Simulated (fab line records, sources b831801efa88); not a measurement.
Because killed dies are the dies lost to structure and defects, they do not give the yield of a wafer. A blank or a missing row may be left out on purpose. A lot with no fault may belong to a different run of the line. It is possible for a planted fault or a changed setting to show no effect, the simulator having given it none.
fab line records    flow sky130
record: lots: 13  wafers: 39  last_day: 50
route steps=708 shown FIELD_ISO@3 VT_ADJUST_HVTP@93 VT_ADJUST_LVTN@106 VT_ADJUST_NCORE@129
lots untouched by any fault: they come from a run of this same line in which no faults occurred
start_h: the number of hours between the record's first day and the start of the first shown wafer of the lot    wait_h: hours from the lot's prior step to this one    " repeats the value in the row above    L1.1+2: a single row standing in for several wafers    - no value, or no start given    * or withheld: withheld    < > ~ a bound
route shown NAME@n: names a module that has steps shown in the file, with the first one's number in the route    usual: mean/standard deviation of fault-free wafers    same: alike in all rows    chamber/n: place in a boat    sites: readings site by site    _std_site: how widely they spread, as a standard deviation    _edge_site: outer sites' mean less inner sites'    radius_mm: how far each site lies from the wafer's centre    mask NAME#n: copy n    behind: tool/chamber where the wafer was last shaped    hold: why the lot was held/for how many hours/how that ended    device: whichever transistor did not switch (one of n, p or np)    end of line: tests run on the same wafers once the route is complete    where a step has no rows: the recipe by itself    killed: dies that structure and defects cost at the first sort, which is not the same as the wafer's yield    map: dies across one wafer; x = killed, . = not, _ = none there
set.NAME: the setting that was run; set.NAME@STEP: the one run at that earlier step    model.NAME: the simulator's own value behind a step, which no gauge read
one table for each step of the route and one row for each wafer, over a sample of lots
services: the hour from which a tool's chamber was out of use, counted from the record's first day as start_h (under 0 if before that day), plus the number of hours and why
== steps ==
step: SKY_FIELD_ISO_THK_MEAS_02
recipe: reads: SiO2_of_FIELD_ISO_OXIDATION_01
usual: FIELD_ISO_OXIDATION_00_THK: 12.25/0.2
lot.wafer  tool           chamber  start_h  wait_h  FIELD_ISO_OXIDATION_00_THK[nm]
L138.1     film_metro-04  -        19.53    0.0     12.31
L138.2     "              -        "        "       12.38
L138.5     "              -        "        "       12.30
L139.2     film_metro-03  -        19.54    0.0     12.43
L139.3     "              -        "        "       12.23
L139.6     "              -        "        "       12.42
L141.1     film_metro-02  -        29.16    0.0     11.91
L141.2     "              -        "        "       12.11
L141.3     "              -        "        "       12.20
L142.2     film_metro-03  -        31.64    0.0     12.12
L142.4     "              -        "        "       12.02
L142.5     "              -        "        "       12.17
L143.2     film_metro-04  -        37.70    0.0     11.94
L143.3     "              -        "        "       12.02
L143.5     "              -        "        "       12.05
L144.3     film_metro-02  -        41.65    0.0     12.64
L144.4     "              -        "        "       12.47
L144.5     "              -        "        "       12.45
L146.3     film_metro-04  -        51.65    0.0     12.55
L146.4     "              -        "        "       12.43
L146.6     "              -        "        "       12.52
L147.1     film_metro-02  -        57.24    0.0     12.24
L147.2     "              -        "        "       12.59
L147.6     "              -        "        "       12.41
L149.4     film_metro-04  -        69.45    0.0     12.04
L149.5     "              -        "        "       11.96
L149.6     "              -        "        "       11.73
L152.1     film_metro-03  -        83.41    0.0     12.11
L152.3     "              -        "        "       12.33
L152.5     "              -        "        "       12.57
L157.1     film_metro-02  -        109.47   0.0     12.40
L157.4     "              -        "        "       12.35
L157.5     "              -        "        "       12.31
L160.1     film_metro-03  -        123.28   0.0     12.17
L160.3     "              -        "        "       11.87
L160.4     "              -        "        "       12.24
L161.1     film_metro-04  -        128.18   0.0     12.40
L161.2     "              -        "        "       12.34
L161.3     "              -        "        "       12.29
step: SKY_VT_ADJUST_HVTP_OVL_MEAS_08
usual: VT_ADJUST_HVTP_OVL: 0.2/1.2
lot.wafer  tool        chamber  start_h  wait_h  VT_ADJUST_HVTP_OVL[nm]
L138.1     overlay-02  -        130.44   0.1     -2.0
L138.2     "           -        "        "       -1.2
L138.5     "           -        "        "       -0.2
L139.2     overlay-02  -        131.01   0.1     1.6
L139.3     "           -        "        "       1.2
L139.6     "           -        "        "       1.8
L141.1     overlay-02  -        140.89   0.1     -0.9
L141.2     "           -        "        "       -1.5
L141.3     "           -        "        "       -0.4
L142.2     overlay-01  -        147.11   0.1     0.9
L142.4     "           -        "        "       1.4
L142.5     "           -        "        "       -0.1
L143.2     overlay-02  -        156.89   0.1     0.5
L143.3     "           -        "        "       0.6
L143.5     "           -        "        "       0.4
L144.3     overlay-01  -        166.12   0.1     0.7
L144.4     "           -        "        "       0.5
L144.5     "           -        "        "       1.3
L146.3     overlay-02  -        173.32   0.1     -1.0
L146.4     "           -        "        "       0.7
L146.6     "           -        "        "       -0.8
L147.1     overlay-02  -        178.98   0.1     -0.5
L147.2     "           -        "        "       -0.4
L147.6     "           -        "        "       -0.4
L149.4     overlay-02  -        193.10   0.1     1.3
L149.5     "           -        "        "       1.6
L149.6     "           -        "        "       0.9
L152.1     overlay-01  -        219.41   0.1     -2.1
L152.3     "           -        "        "       -1.9
L152.5     "           -        "        "       -1.1
L157.1     overlay-02  -        242.54   0.1     -1.1
L157.4     "           -        "        "       0.5
L157.5     "           -        "        "       -0.3
L160.1     overlay-02  -        261.89   0.1     0.9
L160.3     "           -        "        "       1.0
L160.4     "           -        "        "       0.5
L161.1     overlay-01  -        270.31   0.1     -0.3
L161.2     "           -        "        "       -0.6
L161.3     "           -        "        "       -1.0
step: SKY_VT_ADJUST_HVTP_STRIP_10
recipe: chemistry: O2/N2  power_w: 1400  pressure_mtorr: 1500  platen_temp_c: withheld  o2_flow_sccm: 3000  n2_flow_sccm: 300  overash_fraction: 0.5
usual: chamber_pressure_mTorr: 1500.0/1.3  drypump_motor_current_A: 5.90/0.25  oes_product_au: 0.715/0.0046  strip_time_to_endpoint_s: 14.19/0.04
lot.wafer  tool             chamber  start_h  wait_h  chamber_pressure_mTorr  drypump_motor_current_A  oes_product_au  rf_hours_counter_h  strip_time_to_endpoint_s
L138.1     plasma_asher-02  1        130.62   0.1     1498.9                  5.53                     0.712           43                  14.17
L138.2     "                0        "        "       1501.0                  6.38                     0.723           43                  14.14
L138.5     "                0        "        "       1498.4                  6.36                     0.715           -                   14.12
L139.2     plasma_asher-02  0        131.19   0.1     1498.6                  6.37                     0.718           43                  14.17
L139.3     "                1        "        "       1499.7                  5.51                     0.712           -                   14.14
L139.6     "                0        "        "       1500.3                  6.37                     0.712           -                   14.15
L141.1     plasma_asher-04  0        141.07   0.1     1503.2                  6.07                     0.713           32                  14.15
L141.2     "                1        "        "       1499.6                  5.99                     0.712           32                  14.20
L141.3     "                1        "        "       1499.2                  6.02                     0.711           -                   14.22
L142.2     plasma_asher-01  1        147.29   0.1     1499.3                  5.73                     0.712           51                  14.24
L142.4     "                0        "        "       1498.5                  5.72                     0.716           -                   14.23
L142.5     "                1        "        "       1499.2                  5.75                     0.714           -                   14.27
L143.2     plasma_asher-04  1        157.07   0.1     1501.5                  6.01                     0.714           35                  14.20
L143.3     "                0        "        "       1499.6                  6.09                     0.719           -                   14.17
L143.5     "                0        "        "       1499.6                  6.08                     0.716           -                   14.20
L144.3     plasma_asher-01  0        166.33   0.1     1498.9                  5.70                     0.710           -                   14.26
L144.4     "                1        "        "       1502.7                  5.75                     0.712           -                   14.22
L144.5     "                0        "        "       1497.9                  5.73                     0.725           -                   14.25
L146.3     plasma_asher-02  0        173.53   0.1     1502.6                  6.34                     0.713           -                   14.19
L146.4     "                1        "        "       1499.4                  5.53                     0.714           -                   14.22
L146.6     "                1        "        "       1499.2                  5.52                     0.718           -                   14.19
L147.1     plasma_asher-02  0        179.16   0.1     1498.7                  6.37                     0.945           49                  -
L147.2     "                1        "        "       1500.8                  5.53                     0.950           49                  -
L147.6     "                1        "        "       1498.3                  5.53                     0.938           -                   -
L149.4     plasma_asher-04  0        193.31   0.1     1499.8                  6.07                     0.718           -                   14.20
L149.5     "                1        "        "       1499.3                  6.00                     0.714           -                   14.20
L149.6     "                0        "        "       1501.5                  6.08                     0.715           -                   14.21
L152.1     plasma_asher-04  0        219.59   0.1     1498.5                  6.06                     0.713           41                  14.17
L152.3     "                1        "        "       1499.3                  5.99                     0.721           -                   14.21
L152.5     "                0        "        "       1501.0                  6.06                     0.722           -                   14.21
L157.1     plasma_asher-01  1        242.72   0.1     1500.9                  5.78                     0.718           61                  14.22
L157.4     "                1        "        "       1500.7                  5.76                     0.714           -                   14.19
L157.5     "                0        "        "       1498.5                  5.71                     0.717           -                   14.22
L160.1     plasma_asher-04  0        262.08   0.1     1496.8                  6.05                     0.715           45                  14.12
L160.3     "                0        "        "       1499.2                  6.07                     0.711           -                   14.11
L160.4     "                1        "        "       1498.0                  6.01                     0.708           -                   14.12
L161.1     plasma_asher-02  0        270.49   0.1     1500.1                  6.34                     0.713           57                  14.19
L161.2     "                1        "        "       1499.8                  5.53                     0.709           57                  14.17
L161.3     "                0        "        "       1498.9                  6.36                     0.713           -                   14.16
step: SKY_VT_ADJUST_LVTN_STRIP_09
recipe: chemistry: O2/N2  power_w: 1400  pressure_mtorr: 1500  platen_temp_c: withheld  o2_flow_sccm: 3000  n2_flow_sccm: 300  overash_fraction: 0.5
usual: chamber_pressure_mTorr: 1500.1/1.3  drypump_motor_current_A: 6.01/0.25  oes_product_au: 0.722/0.0039  strip_time_to_endpoint_s: 36.93/0.13
lot.wafer  tool             chamber  start_h  wait_h  chamber_pressure_mTorr  drypump_motor_current_A  oes_product_au  rf_hours_counter_h  strip_time_to_endpoint_s
L138.1     plasma_asher-02  1        150.11   0.1     1501.1                  5.53                     0.728           46                  36.87
L138.2     "                0        "        "       1500.9                  6.37                     0.720           46                  36.88
L138.5     "                1        "        "       1500.1                  5.53                     0.727           -                   36.89
L139.2     plasma_asher-04  0        150.87   0.1     1500.0                  6.07                     0.717           34                  36.98
L139.3     "                0        "        "       1501.7                  6.06                     0.721           -                   37.06
L139.6     "                0        "        "       1499.1                  6.07                     0.713           -                   36.87
L141.1     plasma_asher-03  0        159.32   0.1     1501.1                  6.14                     0.719           1                   36.83
L141.2     "                1        "        "       1500.2                  5.91                     0.719           1                   36.92
L141.3     "                0        "        "       1502.6                  6.15                     0.713           -                   36.99
L142.2     plasma_asher-02  0        165.86   0.1     1499.5                  6.35                     0.722           47                  36.99
L142.4     "                0        "        "       1498.7                  6.37                     0.722           -                   37.17
L142.5     "                1        "        "       1500.9                  5.53                     0.716           -                   37.09
L143.2     plasma_asher-04  1        178.01   0.1     1499.7                  6.02                     0.723           37                  37.08
L143.3     "                0        "        "       1500.8                  6.08                     0.725           -                   37.08
L143.5     "                1        "        "       1502.4                  6.00                     0.719           -                   36.98
L144.3     plasma_asher-03  0        187.36   0.1     1500.7                  6.16                     0.723           -                   37.06
L144.4     "                1        "        "       1500.4                  5.96                     0.721           -                   37.04
L144.5     "                1        "        "       1501.2                  5.97                     0.721           -                   37.08
L146.3     plasma_asher-03  0        194.73   0.1     1502.3                  6.14                     0.724           -                   36.97
L146.4     "                1        "        "       1497.4                  5.96                     0.719           -                   37.03
L146.6     "                0        "        "       1501.3                  6.13                     0.719           -                   37.07
L147.1     plasma_asher-04  0        201.05   0.1     1499.3                  6.06                     0.723           39                  41.91
L147.2     "                1        "        "       1501.3                  5.98                     0.718           39                  41.96
L147.6     "                1        "        "       1500.7                  5.99                     0.725           -                   41.90
L149.4     plasma_asher-03  0        214.58   0.1     1500.2                  6.17                     0.723           -                   37.19
L149.5     "                1        "        "       1500.4                  5.98                     0.718           -                   37.18
L149.6     "                0        "        "       1502.2                  6.18                     0.718           -                   37.16
L152.1     plasma_asher-02  1        242.45   0.1     1498.8                  5.52                     0.718           54                  36.88
L152.3     "                0        "        "       1501.3                  6.37                     0.726           -                   36.96
L152.5     "                0        "        "       1499.7                  6.37                     0.719           -                   36.92
L157.1     plasma_asher-04  1        265.65   0.1     1500.5                  6.01                     0.723           45                  36.62
L157.4     "                1        "        "       1498.0                  6.02                     0.716           -                   36.74
L157.5     "                1        "        "       1499.9                  6.02                     0.722           -                   36.74
L160.1     plasma_asher-02  1        286.10   0.1     1500.2                  5.52                     0.721           59                  36.66
L160.3     "                0        "        "       1500.3                  6.37                     0.724           -                   36.64
L160.4     "                1        "        "       1500.9                  5.51                     0.725           -                   36.71
L161.1     plasma_asher-02  1        294.67   0.1     1500.7                  5.55                     0.718           60                  36.73
L161.2     "                0        "        "       1502.2                  6.38                     0.726           60                  36.65
L161.3     "                0        "        "       1500.2                  6.36                     0.722           -                   36.73
step: SKY_VT_ADJUST_LVTN_TW_MEAS_10
usual: VT_ADJUST_LVTN_TW: 241.1/3
lot.wafer  tool           chamber  start_h  wait_h  VT_ADJUST_LVTN_TW
L138.1     film_metro-03  -        150.21   0.1     240.7
L138.2     "              -        "        "       240.7
L138.5     "              -        "        "       240.1
L139.2     film_metro-03  -        150.98   0.1     240.6
L139.3     "              -        "        "       240.1
L139.6     "              -        "        "       239.6
L141.1     film_metro-01  -        159.42   0.1     248.1
L141.2     "              -        "        "       246.4
L141.3     "              -        "        "       245.9
L142.2     film_metro-03  -        165.97   0.1     240.1
L142.4     "              -        "        "       240.1
L142.5     "              -        "        "       241.2
L143.2     film_metro-04  -        178.12   0.1     237.9
L143.3     "              -        "        "       238.3
L143.5     "              -        "        "       239.2
L144.3     film_metro-01  -        187.44   0.1     245.3
L144.4     "              -        "        "       245.8
L144.5     "              -        "        "       244.9
L146.3     film_metro-01  -        194.82   0.1     245.0
L146.4     "              -        "        "       244.0
L146.6     "              -        "        "       244.7
L147.1     film_metro-04  -        201.15   0.1     30.1
L147.2     "              -        "        "       30.1
L147.6     "              -        "        "       29.9
L149.4     film_metro-03  -        214.68   0.1     238.5
L149.5     "              -        "        "       237.9
L149.6     "              -        "        "       238.8
L152.1     film_metro-03  -        242.55   0.1     237.7
L152.3     "              -        "        "       239.4
L152.5     "              -        "        "       239.7
L157.1     film_metro-04  -        265.75   0.1     239.8
L157.4     "              -        "        "       239.5
L157.5     "              -        "        "       239.1
L160.1     film_metro-04  -        286.20   0.1     239.1
L160.3     "              -        "        "       239.5
L160.4     "              -        "        "       239.3
L161.1     film_metro-03  -        294.77   0.1     238.4
L161.2     "              -        "        "       237.4
L161.3     "              -        "        "       238.7
step: SKY_VT_ADJUST_NCORE_STRIP_10
recipe: chemistry: O2/N2  power_w: 1400  pressure_mtorr: 1500  platen_temp_c: withheld  o2_flow_sccm: 3000  n2_flow_sccm: 300  overash_fraction: 0.5
usual: chamber_pressure_mTorr: 1500.0/1.5  drypump_motor_current_A: 5.98/0.14  oes_product_au: 0.716/0.0047  strip_time_to_endpoint_s: 14.16/0.045
lot.wafer  tool             chamber  start_h  wait_h  chamber_pressure_mTorr  drypump_motor_current_A  oes_product_au  rf_hours_counter_h  strip_time_to_endpoint_s
L138.1     plasma_asher-04  1        190.68   0.1     1499.9                  6.01                     0.718           38                  14.22
L138.2     "                0        "        "       1502.4                  6.05                     0.717           38                  14.24
L138.5     "                0        "        "       1499.9                  6.05                     0.717           -                   14.22
L139.2     plasma_asher-01  0        191.67   0.1     1500.6                  5.68                     0.718           56                  14.19
L139.3     "                0        "        "       1499.7                  5.71                     0.719           -                   14.21
L139.6     "                1        "        "       1499.6                  5.75                     0.716           -                   14.19
L141.1     plasma_asher-04  1        202.12   0.1     1497.3                  6.00                     0.713           39                  14.19
L141.2     "                0        "        "       1500.2                  6.08                     0.712           39                  14.15
L141.3     "                1        "        "       1499.1                  5.99                     0.719           -                   14.22
L142.2     plasma_asher-03  1        207.67   0.1     1499.7                  5.94                     0.716           6                   14.09
L142.4     "                0        "        "       1498.2                  6.14                     0.721           -                   14.11
L142.5     "                0        "        "       1501.1                  6.15                     0.714           -                   14.12
L143.2     plasma_asher-04  0        221.77   0.1     1499.2                  6.10                     0.723           41                  14.17
L143.3     "                1        "        "       1502.7                  5.98                     0.717           -                   14.22
L143.5     "                0        "        "       1500.1                  6.09                     0.717           -                   14.23
L144.3     plasma_asher-04  1        230.85   0.1     1498.9                  5.99                     0.713           -                   14.08
L144.4     "                0        "        "       1502.0                  6.09                     0.707           -                   14.09
L144.5     "                1        "        "       1501.5                  5.99                     0.722           -                   14.09
L146.3     plasma_asher-03  1        238.96   0.1     1498.5                  5.94                     0.705           -                   14.17
L146.4     "                0        "        "       1501.4                  6.16                     0.713           -                   14.18
L146.6     "                0        "        "       1499.7                  6.13                     0.710           -                   14.20
L147.1     plasma_asher-01  1        246.67   0.1     1499.8                  5.75                     0.721           61                  14.23
L147.2     "                0        "        "       1498.7                  5.73                     0.711           61                  14.16
L147.6     "                1        "        "       1499.2                  5.74                     0.719           -                   14.22
L149.4     plasma_asher-04  0        260.90   0.1     1500.2                  6.09                     0.711           -                   14.17
L149.5     "                1        "        "       1500.7                  5.99                     0.705           -                   14.19
L149.6     "                0        "        "       1500.2                  6.05                     0.716           -                   14.19
L152.1     plasma_asher-01  0        290.02   0.1     1499.1                  5.75                     0.724           65                  14.22
L152.3     "                0        "        "       1501.5                  5.74                     0.718           -                   14.17
L152.5     "                0        "        "       1498.2                  5.72                     0.723           -                   14.19
L157.1     plasma_asher-01  1        314.97   0.1     1501.1                  5.74                     0.720           68                  14.10
L157.4     "                1        "        "       1499.4                  5.72                     0.707           -                   14.17
L157.5     "                1        "        "       1501.5                  5.75                     0.707           -                   14.14
L160.1     plasma_asher-03  1        334.57   0.1     1498.3                  5.92                     0.708           18                  14.16
L160.3     "                1        "        "       1501.9                  5.94                     0.720           -                   14.18
L160.4     "                0        "        "       1498.6                  6.18                     0.715           -                   14.19
L161.1     plasma_asher-04  1        344.17   0.1     1496.6                  5.98                     0.714           53                  14.15
L161.2     "                0        "        "       1497.7                  6.05                     0.709           53                  14.14
L161.3     "                1        "        "       1499.8                  6.02                     0.714           -                   14.19
== services ==
tool             chamber  start_h  hours  kind
plasma_asher-03  -        108.75   9.0    pm
plasma_asher-03  0        108.75   9.0    vent_cycle
plasma_asher-03  1        108.75   9.0    vent_cycle
plasma_asher-03  0        117.75   -      clean
plasma_asher-03  1        117.75   -      clean
plasma_asher-03  -        129.83   25.0   pm
plasma_asher-02  -        141.49   2.5    repair
plasma_asher-03  -        263.95   3.8    repair
plasma_asher-02  -        268.88   1.4    repair
plasma_asher-03  -        310.88   2.8    pm
plasma_asher-04  -        314.19   2.8    pm
plasma_asher-03  -        315.51   2.1    repair
== key ==
first_sign: step: SKY_VT_ADJUST_HVTP_STRIP_10  reading: oes_product_au  direction: up  sigmas: 50  usual: 0.715  struck: 0.944
effect: step: SKY_VT_ADJUST_LVTN_STRIP_09  reading: strip_time_to_endpoint_s  direction: up  sigmas: 39  usual: *  struck: *
effect: step: SKY_VT_ADJUST_LVTN_TW_MEAS_10  reading: VT_ADJUST_LVTN_TW  direction: down  sigmas: 71  usual: 241.1  struck: 30.0
met_at SKY_VT_ADJUST_HVTP_STRIP_10
struck_lots L147
sort_left_out L147.1,L147.2,L147.6
tester_left_out L147
not_acting_at SKY_FIELD_ISO_THK_MEAS_02,SKY_VT_ADJUST_HVTP_OVL_MEAS_08,SKY_VT_ADJUST_NCORE_STRIP_10
onset_between 173.53 179.16
fault: kind: strip_aborted  tool: plasma_asher-02  chamber: -  onset_h: 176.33  steps: SKY_VT_ADJUST_HVTP_STRIP_10  offset: 0.57522  end_h: 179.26
tester_left_out: of these lots the tester's yield and bins aren't shown, on N5 and GAA mostly nor the transistor test; their killed dies are dies lost to structure and defects alone, not to doping, threshold or leakage, so they don't give the yield
sort_left_out: the simulated sort isn't trusted on such a fault, so these wafers' sort isn't shown, and their yield isn't known
